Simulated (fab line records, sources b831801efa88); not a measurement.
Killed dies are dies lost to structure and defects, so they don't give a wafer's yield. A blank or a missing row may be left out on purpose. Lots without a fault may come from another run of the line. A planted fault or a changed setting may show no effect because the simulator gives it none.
fab line records | flow gf180mcu
record lots=5 wafers=15 last_day=35
route steps=602 shown M3@428 V3@429
lots that met no fault: from a run of the same line without faults
start_h: hours from the record's first day to the start of the lot's first wafer shown | wait_h: hours since the lot's step before | " the same as in the row above | L1.1+2: a row that stands for several wafers | - no value, or no start given | * or withheld: withheld | < > ~ a bound
route shown NAME@n: a module of which the file shows steps, and the number in the route of the first | usual: mean/standard deviation of fault-free wafers | same: alike in all rows | chamber/n: place in a boat | sites: the reading at each site | _std_site: their standard deviation | _edge_site: outer sites' mean less inner sites' | radius_mm: how far each site lies from the wafer's centre | mask NAME#n: copy n | behind: the tool/chamber that last shaped the wafer | hold: why the lot was held/for how many hours/how that ended | device: the transistor (n, p or np) that didn't switch | end of line: the same wafers' tests at the end of the route | a step without rows: its recipe alone | killed: dies lost to structure and defects at the first sort, not the wafer's yield | map: a wafer's dies, x killed, . not, _ none there
set.NAME: the setting as run; set.NAME@STEP: as run at that earlier step | model.NAME: the simulator's own value behind a step, which no gauge read
lots at some steps of the route; a table a step, a row a wafer
services: from which hour (start_h, from the record's first day; less than 0 if before it) a tool's chamber was out of use, for how many hours, and why
## steps
# step GF_M3_CLEAN_19
# recipe chemistry=DIW dry=n2_spin
# step GF_V3_CVD_00
# recipe material=SiO2 target_thk_nm=600 sigma_open_frac=0.3 temp_c=400 time_s=100 sih4_flow_sccm=60 pressure_mtorr=6
# step GF_V3_THK_MEAS_01
# recipe reads=SiO2_of_V3_CVD_00
# usual V3_CVD_00_THK=601/6.6
# columns lot.wafer tool chamber start_h wait_h V3_CVD_00_THK[nm]
L702.2 film_metro-02 - 553.78 0.0 597
L702.4 " - " " 594
L702.5 " - " " 593
L706.2 film_metro-04 - 595.32 0.0 598
L706.4 " - " " 592
L706.5 " - " " 596
L715.1 film_metro-02 - 652.46 0.0 605
L715.4 " - " " 602
L715.6 " - " " 599
L717.2 film_metro-02 - 667.69 0.0 599
L717.5 " - " " 591
L717.6 " - " " 589
L718.1 film_metro-02 - 671.27 0.0 595
L718.2 " - " " 614
L718.4 " - " " 597
# step GF_V3_CVD_02
# recipe material=SiO2 target_thk_nm=850 precursor=TEOS temp_c=400 time_s=94.851 rf_w=600
# usual heater_power_w=636/79
# columns lot.wafer tool chamber start_h wait_h heater_power_w
L702.2 pecvd-01 0 553.83 0.0 634
L702.4 " 1 " " 651
L702.5 " 0 " " 663
L706.2 pecvd-03 2 595.37 0.0 647
L706.4 " 1 " " 761
L706.5 " 0 " " 601
L715.1 pecvd-01 2 652.52 0.1 741
L715.4 " 2 " " 578
L715.6 " 1 " " 540
L717.2 pecvd-02 1 667.74 0.0 509
L717.5 " 2 " " 640
L717.6 " 0 " " 637
L718.1 pecvd-03 1 671.33 0.1 773
L718.2 " 0 " " 679
L718.4 " 1 " " 622
# step GF_V3_THK_MEAS_03
# recipe reads=SiO2_of_V3_CVD_02
# usual V3_CVD_02_THK=851/11
# columns lot.wafer tool chamber start_h wait_h V3_CVD_02_THK[nm]
L702.2 film_metro-02 - 553.91 0.0 844
L702.4 " - " " 871
L702.5 " - " " 852
L706.2 film_metro-03 - 595.44 0.0 859
L706.4 " - " " 868
L706.5 " - " " 850
L715.1 film_metro-03 - 652.59 0.0 838
L715.4 " - " " 845
L715.6 " - " " 856
L717.2 film_metro-02 - 667.82 0.0 828
L717.5 " - " " 858
L717.6 " - " " 866
L718.1 film_metro-03 - 671.40 0.0 856
L718.2 " - " " 850
L718.4 " - " " 876
# step GF_V3_CMP_04
# recipe material=SiO2 down_force_psi=4 platen_rpm=60 pad_velocity_m_s=0.94248
# usual motor_current_A=11.0/1.4 time_to_endpoint_s=80/5.2
# columns lot.wafer tool chamber start_h wait_h motor_current_A time_to_endpoint_s
L702.2 cmp-01 2 554.01 0.1 9.4 74
L702.4 " 3 " " 12.4 81
L702.5 " 1 " " 11.4 75
L706.2 cmp-02 0 595.54 0.1 8.2 83
L706.4 " 1 " " 12.8 87
L706.5 " 0 " " 8.6 82
L715.1 cmp-02 2 652.75 0.1 10.8 76
L715.4 " 3 " " 12.5 81
L715.6 " 0 " " 8.2 83
L717.2 cmp-02 1 667.96 0.1 13.2 71
L717.6 " 0 " " 8.4 89
L717.5 " 1 " " 12.5 88
L718.4 cmp-02 3 671.51 0.1 12.3 90
L718.2 " 0 " " 8.2 79
L718.1 " 1 " " 12.5 86
# step GF_V3_BOW_MEAS_05
# recipe mode=bow
# usual V3_BOW=117/7.5
# columns lot.wafer tool chamber start_h wait_h V3_BOW[um]
L702.2 film_metro-02 - 554.28 0.2 125
L702.4 " - " " 114
L702.5 " - " " 121
L706.2 film_metro-03 - 595.81 0.2 128
L706.4 " - " " 128
L706.5 " - " " 127
L715.1 film_metro-02 - 652.95 0.1 114
L715.4 " - " " 114
L715.6 " - " " 110
L717.2 film_metro-03 - 668.23 0.2 107
L717.5 " - " " 122
L717.6 " - " " 121
L718.1 film_metro-02 - 671.76 0.1 119
L718.2 " - " " 112
L718.4 " - " " 123
# step GF_V3_DEHYDRATE_06
# recipe temp_c=200 time_s=60
# step GF_V3_HMDS_07
# recipe prime_time_s=60 prime_temp_c=120
# step GF_V3_COAT_08
# recipe resist=BARC temp_c=withheld time_s=withheld spin_rpm=withheld resist_thk_nm=withheld
# step GF_V3_COAT_09
# recipe resist=KrF spin_rpm=withheld resist_thk_nm=1000
# step GF_V3_SOFTBAKE_10
# recipe temp_c=130 time_s=60 resist=KrF
# step GF_V3_EXPOSE_11
# recipe mask_id=Via3 target_cd_nm=260 na=0.68 source_shape=conventional sigma_outer=0.6 dose_mj=38
# columns lot.wafer tool chamber start_h wait_h mask
L702.2+4+5 krf_scanner-01 0 565.08 - Via3#0
L706.2+4+5 krf_scanner-02 0 606.66 - Via3#0
L715.1+4+6 krf_scanner-01 0 662.71 - Via3#0
L717.2+5+6 krf_scanner-02 0 677.80 - Via3#0
L718.1+2+4 krf_scanner-02 0 681.51 - Via3#0
# step GF_V3_PEB_12
# recipe peb_temp_c=135 peb_time_s=90 resist=KrF
# step GF_V3_DEVELOP_13
# recipe develop_time_s=60 resist=KrF dev_temp_c=21
# step GF_V3_CD_MEAS_14
# recipe target_cd_nm=260
# usual cd_nm=260.6/1
# columns lot.wafer tool chamber start_h wait_h cd_nm
L702.2 cd_sem-02 - 575.18 0.1 259.5
L702.4 " - " " 260.6
L702.5 " - " " 259.6
L706.2 cd_sem-02 - 616.63 0.1 263.1
L706.4 " - " " 262.9
L706.5 " - " " 263.3
L715.1 cd_sem-01 - 672.06 0.1 260.9
L715.4 " - " " 260.9
L715.6 " - " " 261.2
L717.2 cd_sem-01 - 687.33 0.1 260.8
L717.5 " - " " 261.6
L717.6 " - " " 262.2
L718.1 cd_sem-01 - 691.36 0.1 261.1
L718.2 " - " " 262.2
L718.4 " - " " 262.5
# step GF_V3_OVL_MEAS_15
# usual V3_OVL=1/4.7
# columns lot.wafer tool chamber start_h wait_h V3_OVL[nm]
L702.2 overlay-01 - 575.29 0.1 3
L702.4 " - " " 0
L702.5 " - " " -3
L706.2 overlay-01 - 616.74 0.1 8
L706.4 " - " " 2
L706.5 " - " " 0
L715.1 overlay-01 - 672.18 0.1 -6
L715.4 " - " " 2
L715.6 " - " " -4
L717.2 overlay-01 - 687.43 0.1 7
L717.5 " - " " 9
L717.6 " - " " 6
L718.1 overlay-01 - 691.48 0.1 -7
L718.2 " - " " 4
L718.4 " - " " 5
# step GF_V3_ETCH_16
# recipe chemistry=N2/H2 target_depth_a=withheld overetch_a=withheld time_s=withheld target=BARC ion_energy_ev=200 source_w=500 bias_w=100 pressure_mtorr=30 n2_flow_sccm=100 h2_flow_sccm=200
# usual drypump_motor_current_A=5.6/0.5 oes_product_au=0.854/0.0049 throttle_valve_pct=13.224/0.0088
# columns lot.wafer tool chamber start_h wait_h drypump_motor_current_A oes_product_au throttle_valve_pct
L702.2 rie_diel-01 2 575.32 0.0 4.9 0.851 13.233
L702.4 " 0 " " 5.6 0.854 13.231
L702.5 " 1 " " 6.0 0.864 13.222
L706.2 rie_diel-02 1 616.77 0.0 4.9 0.854 13.220
L706.4 " 0 " " 6.1 0.861 13.220
L706.5 " 2 " " 4.9 0.846 13.210
L715.1 rie_diel-04 0 672.21 0.0 5.5 0.856 13.219
L715.4 " 2 " " 5.5 0.853 13.226
L715.6 " 0 " " 5.5 0.853 13.225
L717.2 rie_diel-01 3 687.46 0.0 6.4 0.862 13.228
L717.5 " 1 " " 6.1 0.862 13.236
L717.6 " 2 " " 4.9 0.855 13.218
L718.1 rie_diel-04 3 691.52 0.0 5.3 0.861 13.223
L718.2 " 1 " " 5.7 0.847 13.215
L718.4 " 2 " " 5.5 0.855 13.219
# step GF_V3_ETCH_17
# recipe chemistry=C4F8/O2/Ar mask_material=KrF target=SiO2 stop_on=TiN source_w=1500 bias_w=1200 pressure_mtorr=40 c4f8_flow_sccm=withheld O2_flow_sccm=6 Ar_flow_sccm=300 time_s=withheld target_depth_a=6350
# usual oes_product_au=0.856/0.0046
# columns lot.wafer tool chamber start_h wait_h oes_product_au model.V3.cd_nm
L702.2 rie_diel-01 2 - - 0.857 260.2
L702.4 " 0 " " 0.855 260.4
L702.5 " 1 " " 0.845 259.3
L706.2 rie_diel-02 1 - - 0.853 263.8
L706.4 " 0 " " 0.856 264.6
L706.5 " 2 " " 0.853 264.4
L715.1 rie_diel-04 0 - - 0.861 261
L715.4 " 2 " " 0.862 259.5
L715.6 " 0 " " 0.857 261.7
L717.2 rie_diel-01 3 - - 0.857 261.6
L717.5 " 1 " " 0.850 260.4
L717.6 " 2 " " 0.860 262.4
L718.1 rie_diel-04 3 - - 0.858 259.7
L718.2 " 1 " " 0.860 263.1
L718.4 " 2 " " 0.860 261
# step GF_V3_STRIP_18
# recipe chemistry=O2/N2 power_w=1400 pressure_mtorr=1500 platen_temp_c=250 o2_flow_sccm=3000 n2_flow_sccm=300 overash_fraction=0.5
# usual drypump_motor_current_A=5.9/0.36 heater_power_w=355/30 oes_product_au=0.592/0.0048
# columns lot.wafer tool chamber start_h wait_h drypump_motor_current_A heater_power_w oes_product_au rf_hours_counter_h
L702.2 plasma_asher-03 1 575.44 - 6.5 322 0.596 15
L702.4 " 0 " " 5.6 327 0.598 -
L702.5 " 1 " " 6.5 328 0.594 -
L706.2 plasma_asher-03 0 616.90 - 5.6 329 0.586 20
L706.4 " 1 " " 6.4 318 0.594 -
L706.5 " 0 " " 5.6 323 0.600 -
L715.1 plasma_asher-02 1 672.34 - 5.9 378 0.591 50
L715.4 " 1 " " 6.0 382 0.594 -
L715.6 " 1 " " 5.9 387 0.592 -
L717.2 plasma_asher-04 0 687.59 - 5.5 369 0.586 110
L717.5 " 1 " " 5.5 374 0.590 -
L717.6 " 0 " " 5.5 364 0.595 -
L718.1 plasma_asher-03 1 691.65 - 6.5 322 0.589 27
L718.2 " 0 " " 5.6 323 0.592 27
L718.4 " 0 " " 5.6 324 0.582 -
## services
# columns tool chamber start_h hours kind
cmp-01 - 533.81 3.7 repair
plasma_asher-04 - 535.79 3.1 repair
cmp-02 - 539.75 2.1 repair
plasma_asher-03 - 543.58 2.0 repair
rie_diel-02 0 548.63 5.5 repair
rie_diel-04 - 562.21 14.6 pm
cmp-02 - 572.00 4.0 pm
krf_scanner-01 - 581.95 1.3 pm
pecvd-01 - 591.12 14.0 pm
rie_diel-04 0 596.75 12.5 repair
rie_diel-01 2 601.94 11.7 repair
pecvd-01 - 605.93 1.0 repair
krf_scanner-02 - 613.21 0.8 pm
cmp-02 - 618.36 3.7 pm
rie_diel-02 2 627.31 1.8 repair
rie_diel-04 - 638.70 0.1 repair
krf_scanner-02 - 657.52 1.0 pm
rie_diel-04 1 661.09 7.3 repair
krf_scanner-01 - 666.14 0.8 pm
cmp-02 - 666.99 0.9 repair
krf_scanner-01 - 669.38 1.0 pm
cmp-02 - 676.09 1.5 repair
krf_scanner-02 - 680.00 1.3 pm
krf_scanner-02 - 687.98 4.0 pm
## key
first_sign step=GF_V3_CD_MEAS_14 reading=cd_nm direction=up sigmas=2.5 usual=260.6 struck=263.1 wafers_moved=2
effect none on later readings
model_effect step=GF_V3_ETCH_17 value=V3.cd_nm without=262.4 struck=264.3
met_at GF_V3_EXPOSE_11
struck_wafers L706.2,L706.4,L706.5
also_fits GF_V3_ETCH_16:rie_diel-02,GF_V3_ETCH_17:rie_diel-02
fault kind=process_parameter_drift tool=krf_scanner-02 chamber=- onset_h=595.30 steps=GF_V3_EXPOSE_11 channel=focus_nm offset=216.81 spread_by_wafer=0.3 shape=step end_h=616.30
